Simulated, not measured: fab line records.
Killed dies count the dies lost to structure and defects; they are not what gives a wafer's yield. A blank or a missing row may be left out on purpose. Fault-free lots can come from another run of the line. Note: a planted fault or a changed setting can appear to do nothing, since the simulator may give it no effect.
Which tool did it? || flow gf180mcu || 6 lots with 18 wafers sampled at 3 steps, on a route of 602 steps

== WHAT THE GAUGES READ, wafer by wafer ==
GF_V3_THK_MEAS_01.
{"lot": "L393", "measured": "day 22 18:34", "on": "film_metro-02", "V3_CVD_00_THK (nm)": "594 591 591"}
{"lot": "L396", "measured": "day 23 19:45", "on": "film_metro-01", "V3_CVD_00_THK (nm)": "608 598 602"}
{"lot": "L399", "measured": "day 24 22:28", "on": "film_metro-03", "V3_CVD_00_THK (nm)": "597 590 584"}
{"lot": "L404", "measured": "day 26 10:58", "on": "film_metro-03", "V3_CVD_00_THK (nm)": "294 292 293"}
{"lot": "L407", "measured": "day 27 11:44", "on": "film_metro-03", "V3_CVD_00_THK (nm)": "604 605 609"}
{"lot": "L412", "measured": "day 29 01:57", "on": "film_metro-02", "V3_CVD_00_THK (nm)": "608 598 601"}

== WHAT TOOL EACH LOT RAN ON (gives the tool, then ch and the chambers of the sampled wafers, and finally the start) ==
{"lot": "L393", "GF_M3_STRIP_17": "plasma_asher-02 ch 0,1, day 22 17:58", "GF_V3_CVD_00": "hdpcvd-02 ch 0,1,2, day 22 18:30"}
{"lot": "L396", "GF_M3_STRIP_17": "plasma_asher-02 ch 0,1, day 23 19:08", "GF_V3_CVD_00": "hdpcvd-02 ch 0,1, day 23 19:40"}
{"lot": "L399", "GF_M3_STRIP_17": "plasma_asher-02 ch 0,1, day 24 21:51", "GF_V3_CVD_00": "hdpcvd-02 ch 0,1,2, day 24 22:23"}
{"lot": "L404", "GF_M3_STRIP_17": "plasma_asher-01 ch 0,1, day 26 10:20", "GF_V3_CVD_00": "hdpcvd-02 ch 0,1,2, day 26 10:53"}
{"lot": "L407", "GF_M3_STRIP_17": "plasma_asher-01 ch 0,1, day 27 11:05", "GF_V3_CVD_00": "hdpcvd-01 ch 0,2, day 27 11:39"}
{"lot": "L412", "GF_M3_STRIP_17": "plasma_asher-01 ch 0,1, day 29 01:17", "GF_V3_CVD_00": "hdpcvd-01 ch 1,2, day 29 01:52"}
- GF_M3_STRIP_17: strips in O2/N2.
- GF_V3_CVD_00: deposits SiO2, target thk 600 nm, time 100 s.

== THE ANSWER, worked out from the rows above alone ==
Rule: the usual values come from the lots themselves. Put in order of their means at a reading, lots are off if they are a third of the lots or fewer, leave a main group of 4 or more, and stand apart from it by a gap of 3 or more times the standard deviation of the main group's means; of several such gaps the widest counts. A main group whose means are all the same, to the digits that the tables above print for the reading, isn't used. Also off: a lot with no number at a reading for which 4 or more lots have one. All remaining lots with rows at the step are treated as sound.
Off: L404, at GF_V3_THK_MEAS_01 (V3_CVD_00_THK). Mean 599 nm and standard deviation 6.3 in the main group.
A tool fits if, at a process step before that reading, it ran every lot that is off, and no sound lot after the first of them. Gauges at GF_V3_THK_MEAS_01: tried the same way as those tools. One fits: GF_V3_CVD_00 on hdpcvd-02. Its last sound lot is L399 (day 24 22:23), its first lot that is off L404 (day 26 10:53): a fault that began between those two fits.

== WHAT THE SIMULATOR PUT IN ==
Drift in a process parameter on hdpcvd-02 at GF_V3_CVD_00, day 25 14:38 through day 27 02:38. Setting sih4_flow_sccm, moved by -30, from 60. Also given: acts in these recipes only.
Lots struck among those shown: L404. The same result came from the rule above.
